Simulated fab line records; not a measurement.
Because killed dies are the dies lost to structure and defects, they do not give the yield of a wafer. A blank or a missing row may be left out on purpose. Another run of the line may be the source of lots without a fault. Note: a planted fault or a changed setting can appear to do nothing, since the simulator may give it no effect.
fab line records ; flow gf180mcu
record lots=14; wafers=42; lastDay=34
route steps=602 shown STI@14 VT_IMPLANT@116 POLY_GATE@168 HV_LDD@208
lots that met no fault: from a run of the same line without faults
startH: hours from the record's opening day to when the first of the lot's shown wafers began ; waitH: how many hours have passed since the lot's step before this one ; " identical to the entry in the row above ; L1.1+2: several wafers, shown together as one row ; - value missing, or start not given ; * or withheld: withheld ; < > ~ a bound
route shown NAME@n: a module of which the file shows steps, and the number in the route of the first ; usual: mean/standard deviation of fault-free wafers ; same: alike in all rows ; chamber/n: place in a boat ; sites: readings site by site ; _std_site: the standard deviation of these ; _edge_site: inner sites' mean taken away from outer sites' mean ; radiusMm: how far each site lies from the wafer's centre ; mask NAME#n: copy n ; behind: the last tool/chamber to shape the wafer ; hold: reason for holding the lot/hours on hold/outcome of the hold ; device: names the non-switching transistor (n, p or np) ; end of line: tests run on the same wafers once the route is complete ; for a step that has no rows: nothing shown but its recipe ; killed: the dies lost at the first sort to structure and to defects; this is not the yield of the wafer ; map: a wafer's dies, x killed, . not, _ none there
set.NAME: the run value of the setting; set.NAME@STEP: its run value at that earlier step ; model.NAME: the simulator's own value behind a step, which no gauge read
route steps across a sampled set of lots; one table per step, one row per wafer
services: a tool's chamber out of use, with start hour (startH, from the record's first day; less than 0 if before it), hours out, and reason
## steps
# step GF_STI_ETCH_13
# recipe chemistry=CHF3/O2; stopOn=Si; overEtchFrac=0.3; targetDepthA=2823.1; sourceW=600; biasW=200; pressureMtorr=40; chf3FlowSccm=50; O2_flow_sccm=5; timeS=112.9
# usual drypumpMotorCurrentA=5.7/0.46; oesProductAu=0.834/0.0061; throttleValvePct=8.810/0.0094
lot.wafer;tool;chamber;startH;waitH;drypumpMotorCurrentA;oesProductAu;rfHoursCounterH;throttleValvePct
L861.3;rieDiel-03;0;25.56;0.1;6.5;0.834;104;8.803
L861.5;rieDiel-03;2;25.56;0.1;5.8;0.828;-;8.808
L861.6;rieDiel-03;1;25.56;0.1;5.8;0.824;-;8.819
L862.1;rieDiel-03;1;30.95;0.1;5.8;0.841;22;8.805
L862.3;rieDiel-03;3;30.95;0.1;5.4;0.843;77;8.802
L862.4;rieDiel-03;2;30.95;0.1;5.7;0.832;4;8.824
L864.2;rieDiel-03;0;41.50;0.1;6.5;0.839;105;8.816
L864.3;rieDiel-03;2;41.50;0.1;5.8;0.833;4;8.809
L864.5;rieDiel-03;0;41.50;0.1;6.5;0.837;-;8.800
L865.4;rieDiel-02;2;45.61;0.0;6.5;0.847;143;8.817
L865.5;rieDiel-02;2;45.61;0.0;6.5;0.840;-;8.802
L865.6;rieDiel-02;1;45.61;0.0;5.3;0.848;-;8.810
L867.1;rieDiel-01;2;56.80;0.1;5.1;0.834;155;8.808
L867.3;rieDiel-01;0;56.80;0.1;5.5;0.834;134;8.796
L867.5;rieDiel-01;1;56.80;0.1;5.6;0.836;-;8.819
L871.1;rieDiel-03;1;77.87;0.1;5.8;0.831;23;8.816
L871.2;rieDiel-03;0;77.87;0.1;6.5;0.834;106;8.825
L871.5;rieDiel-03;2;77.87;0.1;5.8;0.837;-;8.794
L872.1;rieDiel-03;3;82.81;0.1;5.4;0.829;78;8.804
L872.4;rieDiel-03;0;82.81;0.1;6.5;0.833;106;8.812
L872.5;rieDiel-03;1;82.81;0.1;5.7;0.831;-;8.814
L874.2;rieDiel-02;0;92.85;0.1;6.0;0.832;30;8.811
L874.3;rieDiel-02;1;92.85;0.1;5.3;0.833;77;8.805
L874.6;rieDiel-02;3;92.85;0.1;5.0;0.836;-;8.796
L875.2;rieDiel-03;3;97.66;0.1;5.5;0.837;78;8.806
L875.4;rieDiel-03;3;97.66;0.1;5.5;0.838;-;8.814
L875.5;rieDiel-03;2;97.66;0.1;5.8;0.830;-;8.802
L876.4;rieDiel-02;3;102.60;0.0;5.1;0.827;122;8.791
L876.5;rieDiel-02;3;102.60;0.0;5.1;0.832;-;8.807
L876.6;rieDiel-02;0;102.60;0.0;6.0;0.838;-;8.797
L881.2;rieDiel-03;1;128.47;0.1;5.7;0.834;25;8.814
L881.3;rieDiel-03;2;128.47;0.1;5.7;0.837;7;8.815
L881.4;rieDiel-03;0;128.47;0.1;6.5;0.846;107;8.816
L882.2;rieDiel-02;1;134.05;0.1;5.3;0.849;78;8.809
L882.5;rieDiel-02;3;134.05;0.1;5.0;0.830;-;8.811
L882.6;rieDiel-02;0;134.05;0.1;6.0;0.830;-;8.809
L883.1;rieDiel-01;0;138.91;0.1;5.5;0.831;136;8.821
L883.2;rieDiel-01;3;138.91;0.1;5.3;0.829;32;8.810
L883.3;rieDiel-01;2;138.91;0.1;5.1;0.838;157;8.810
L884.2;rieDiel-02;3;144.61;0.1;5.1;0.832;123;8.807
L884.5;rieDiel-02;1;144.61;0.1;5.3;0.833;-;8.808
L884.6;rieDiel-02;0;144.61;0.1;6.0;0.832;-;8.818
# step GF_VT_IMPLANT_EXPOSE_26
# recipe maskId=LVPWELL_HV_AREA; targetCdNm=860; na=0.6; sourceShape=conventional; sigmaOuter=0.6; doseMj=140
# usual exposureDoseMJCm2=139.97/0.12; focusOffsetNm=0.0/0.54
lot.wafer;tool;chamber;startH;waitH;mask;exposureDoseMJCm2;focusOffsetNm
L861.3;ilineStepper-02;0;133.74;-;LVPWELL_HV_AREA#0;140.11;-0.3
L861.5;ilineStepper-02;0;133.74;-;LVPWELL_HV_AREA#0;140.09;-0.4
L861.6;ilineStepper-02;0;133.74;-;LVPWELL_HV_AREA#0;140.18;-0.7
L862.1;ilineStepper-01;0;140.35;-;LVPWELL_HV_AREA#0;139.92;0.7
L862.3;ilineStepper-01;0;140.35;-;LVPWELL_HV_AREA#0;140.15;0.2
L862.4;ilineStepper-01;0;140.35;-;LVPWELL_HV_AREA#0;140.08;0.8
L864.2;ilineStepper-01;0;153.45;-;LVPWELL_HV_AREA#0;139.98;-0.2
L864.3;ilineStepper-01;0;153.45;-;LVPWELL_HV_AREA#0;139.96;1.3
L864.5;ilineStepper-01;0;153.45;-;LVPWELL_HV_AREA#0;140.15;0.3
L865.4;ilineStepper-01;0;160.90;-;LVPWELL_HV_AREA#0;139.76;-0.7
L865.5;ilineStepper-01;0;160.90;-;LVPWELL_HV_AREA#0;139.88;-0.2
L865.6;ilineStepper-01;0;160.90;-;LVPWELL_HV_AREA#0;139.85;-1.0
L867.1;ilineStepper-02;0;175.38;-;LVPWELL_HV_AREA#0;139.90;0.6
L867.3;ilineStepper-02;0;175.38;-;LVPWELL_HV_AREA#0;139.83;0.0
L867.5;ilineStepper-02;0;175.38;-;LVPWELL_HV_AREA#0;139.87;-0.1
L871.1;ilineStepper-02;0;199.88;-;LVPWELL_HV_AREA#0;139.65;-0.9
L871.2;ilineStepper-02;0;199.88;-;LVPWELL_HV_AREA#0;139.93;-0.5
L871.5;ilineStepper-02;0;199.88;-;LVPWELL_HV_AREA#0;140.06;-0.2
L872.1;ilineStepper-01;0;206.73;-;LVPWELL_HV_AREA#0;140.00;0.1
L872.4;ilineStepper-01;0;206.73;-;LVPWELL_HV_AREA#0;140.17;0.0
L872.5;ilineStepper-01;0;206.73;-;LVPWELL_HV_AREA#0;140.07;0.0
L874.2;ilineStepper-01;0;218.58;-;LVPWELL_HV_AREA#0;139.85;-0.5
L874.3;ilineStepper-01;0;218.58;-;LVPWELL_HV_AREA#0;140.05;0.3
L874.6;ilineStepper-01;0;218.58;-;LVPWELL_HV_AREA#0;139.89;-0.7
L875.2;ilineStepper-02;-;224.29;-;LVPWELL_HV_AREA#0;-;-
L875.4;ilineStepper-02;-;224.29;-;LVPWELL_HV_AREA#0;-;-
L875.5;ilineStepper-02;-;224.29;-;LVPWELL_HV_AREA#0;-;-
L876.4;ilineStepper-01;-;230.91;-;LVPWELL_HV_AREA#0;-;-
L876.5;ilineStepper-01;-;230.91;-;LVPWELL_HV_AREA#0;-;-
L876.6;ilineStepper-01;-;230.91;-;LVPWELL_HV_AREA#0;-;-
L881.2;ilineStepper-01;0;262.91;-;LVPWELL_HV_AREA#0;139.80;0.6
L881.3;ilineStepper-01;0;262.91;-;LVPWELL_HV_AREA#0;139.90;1.0
L881.4;ilineStepper-01;0;262.91;-;LVPWELL_HV_AREA#0;139.81;0.1
L882.2;ilineStepper-02;0;270.74;-;LVPWELL_HV_AREA#0;139.82;-0.6
L882.5;ilineStepper-02;0;270.74;-;LVPWELL_HV_AREA#0;139.96;0.1
L882.6;ilineStepper-02;0;270.74;-;LVPWELL_HV_AREA#0;140.00;0.1
L883.1;ilineStepper-01;0;277.90;-;LVPWELL_HV_AREA#0;139.90;-0.5
L883.2;ilineStepper-01;0;277.90;-;LVPWELL_HV_AREA#0;139.90;-0.5
L883.3;ilineStepper-01;0;277.90;-;LVPWELL_HV_AREA#0;139.97;-1.8
L884.2;ilineStepper-01;0;284.71;-;LVPWELL_HV_AREA#0;139.74;0.1
L884.5;ilineStepper-01;0;284.71;-;LVPWELL_HV_AREA#0;139.89;-0.5
L884.6;ilineStepper-01;0;284.71;-;LVPWELL_HV_AREA#0;139.87;0.2
# step GF_POLY_GATE_OVL_MEAS_11
# usual POLY_GATE_OVL=1/5.8
lot.wafer;tool;chamber;startH;waitH;POLY_GATE_OVL[nm]
L861.3;overlay-01;-;195.78;0.1;4
L861.5;overlay-01;-;195.78;0.1;1
L861.6;overlay-01;-;195.78;0.1;3
L862.1;overlay-02;-;207.79;0.1;-1
L862.3;overlay-02;-;207.79;0.1;-1
L862.4;overlay-02;-;207.79;0.1;3
L864.2;overlay-01;-;220.17;0.1;-11
L864.3;overlay-01;-;220.17;0.1;-6
L864.5;overlay-01;-;220.17;0.1;-10
L865.4;overlay-01;-;231.11;0.1;5
L865.5;overlay-01;-;231.11;0.1;8
L865.6;overlay-01;-;231.11;0.1;7
L867.1;overlay-01;-;242.46;0.1;1
L867.3;overlay-01;-;242.46;0.1;1
L867.5;overlay-01;-;242.46;0.1;2
L871.1;overlay-02;-;269.56;0.1;-3
L871.2;overlay-02;-;269.56;0.1;-2
L871.5;overlay-02;-;269.56;0.1;1
L872.1;overlay-01;-;278.36;0.1;6
L872.4;overlay-01;-;278.36;0.1;6
L872.5;overlay-01;-;278.36;0.1;-1
L874.2;overlay-01;-;291.72;0.1;6
L874.3;overlay-01;-;291.72;0.1;0
L874.6;overlay-01;-;291.72;0.1;-6
L881.2;overlay-01;-;341.25;0.1;0
L881.3;overlay-01;-;341.25;0.1;-2
L881.4;overlay-01;-;341.25;0.1;-4
L882.2;overlay-02;-;348.47;0.1;-5
L882.5;overlay-02;-;348.47;0.1;-3
L882.6;overlay-02;-;348.47;0.1;3
L883.1;overlay-01;-;354.45;0.1;9
L883.2;overlay-01;-;354.45;0.1;4
L883.3;overlay-01;-;354.45;0.1;-1
L884.2;overlay-01;-;364.30;0.1;-3
L884.5;overlay-01;-;364.30;0.1;7
L884.6;overlay-01;-;364.30;0.1;-2
# step GF_HV_LDD_OVL_MEAS_32
# usual HV_LDD_02_OVL=0.2/1.2
lot.wafer;tool;chamber;startH;waitH;HV_LDD_02_OVL[nm]
L861.3;overlay-01;-;253.56;0.1;1.3
L861.5;overlay-01;-;253.56;0.1;0.6
L861.6;overlay-01;-;253.56;0.1;0.2
L862.1;overlay-01;-;265.72;0.1;2.1
L862.3;overlay-01;-;265.72;0.1;0.7
L862.4;overlay-01;-;265.72;0.1;2.3
L864.2;overlay-02;-;278.66;0.1;-0.9
L864.3;overlay-02;-;278.66;0.1;0.6
L864.5;overlay-02;-;278.66;0.1;0.7
L865.4;overlay-01;-;290.47;0.1;-0.7
L865.5;overlay-01;-;290.47;0.1;0.2
L865.6;overlay-01;-;290.47;0.1;1.4
L867.1;overlay-02;-;301.85;0.1;-0.2
L867.3;overlay-02;-;301.85;0.1;2.1
L867.5;overlay-02;-;301.85;0.1;1.9
L871.1;overlay-02;-;334.46;0.1;1.4
L871.2;overlay-02;-;334.46;0.1;0.9
L871.5;overlay-02;-;334.46;0.1;-0.2
L872.1;overlay-02;-;347.95;0.1;1.2
L872.4;overlay-02;-;347.95;0.1;0.2
L872.5;overlay-02;-;347.95;0.1;1.4
L874.2;overlay-02;-;357.61;0.1;-1.4
L874.3;overlay-02;-;357.61;0.1;-1.1
L874.6;overlay-02;-;357.61;0.1;0.6
L881.2;overlay-02;-;411.66;0.1;0.3
L881.3;overlay-02;-;411.66;0.1;-0.6
L881.4;overlay-02;-;411.66;0.1;1.9
L882.2;overlay-02;-;418.91;0.1;-1.3
L882.5;overlay-02;-;418.91;0.1;-1.3
L882.6;overlay-02;-;418.91;0.1;-1.5
L883.1;overlay-02;-;431.01;0.1;0.8
L883.2;overlay-02;-;431.01;0.1;-1.8
L883.3;overlay-02;-;431.01;0.1;-3.1
L884.2;overlay-02;-;437.24;0.1;-0.4
L884.5;overlay-02;-;437.24;0.1;-0.2
L884.6;overlay-02;-;437.24;0.1;1.2
## services
tool;chamber;startH;hours;kind
rieDiel-01;-;2.98;14.6;pm
rieDiel-01;-;27.40;15.9;repair
rieDiel-01;-;45.78;2.8;pm
rieDiel-02;1;45.80;3.6;repair
ilineStepper-02;-;63.39;1.7;pm
rieDiel-02;-;65.42;1.7;repair
rieDiel-03;0;95.80;6.2;repair
ilineStepper-01;0;101.93;-;calibration
ilineStepper-02;-;111.25;4.9;repair
ilineStepper-01;-;142.90;1.7;pm
rieDiel-01;2;142.93;-;clean
rieDiel-01;2;142.93;21.5;scheduledDown
rieDiel-01;2;142.93;21.5;ventCycle
rieDiel-03;2;151.69;2.3;repair
ilineStepper-02;0;155.63;-;calibration
rieDiel-02;3;168.60;2.3;repair
rieDiel-02;-;170.70;2.8;pm
rieDiel-03;2;187.98;11.0;repair
rieDiel-02;3;193.04;12.1;repair
rieDiel-02;2;207.13;-;clean
rieDiel-02;2;207.13;25.1;scheduledDown
rieDiel-02;2;207.13;25.1;ventCycle
rieDiel-02;1;246.90;7.5;repair
ilineStepper-02;-;281.57;1.7;pm
## key
firstSign step=GF_VT_IMPLANT_EXPOSE_26; reading=toolRecord; direction=missing
effect none on later readings
metAt GF_VT_IMPLANT_EXPOSE_26
struckLots L875,L876
rowsEnd L876.4,L876.5,L876.6
laterRowsLeftOut L875.2,L875.4,L875.5
sortLeftOut L875.2,L875.4,L875.5
testerLeftOut L875
notActingAt GF_STI_ETCH_13,GF_POLY_GATE_OVL_MEAS_11,GF_HV_LDD_OVL_MEAS_32
onsetBetween 218.58 224.29
fault kind=skippedStepWhole; tool=ilineStepper-01,ilineStepper-02; chamber=-; onsetH=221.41; steps=GF_VT_IMPLANT_EXPOSE_26; scope=struckLotsOnly
# testerLeftOut: of these lots the tester's yield and bins aren't shown, on N5 and GAA mostly nor the transistor test; their killed dies are dies lost to structure and defects alone, not to doping, threshold or leakage, so they don't give the yield
# sortLeftOut: the simulated sort isn't trusted on such a fault, so these wafers' sort isn't shown, and their yield isn't known
# laterRowsLeftOut: the simulator's readings of these wafers behind a module that went badly wrong aren't trusted and aren't shown, but for the sort
# rowsEnd: these wafers met a further fault down the route, and their rows from its step on are left out
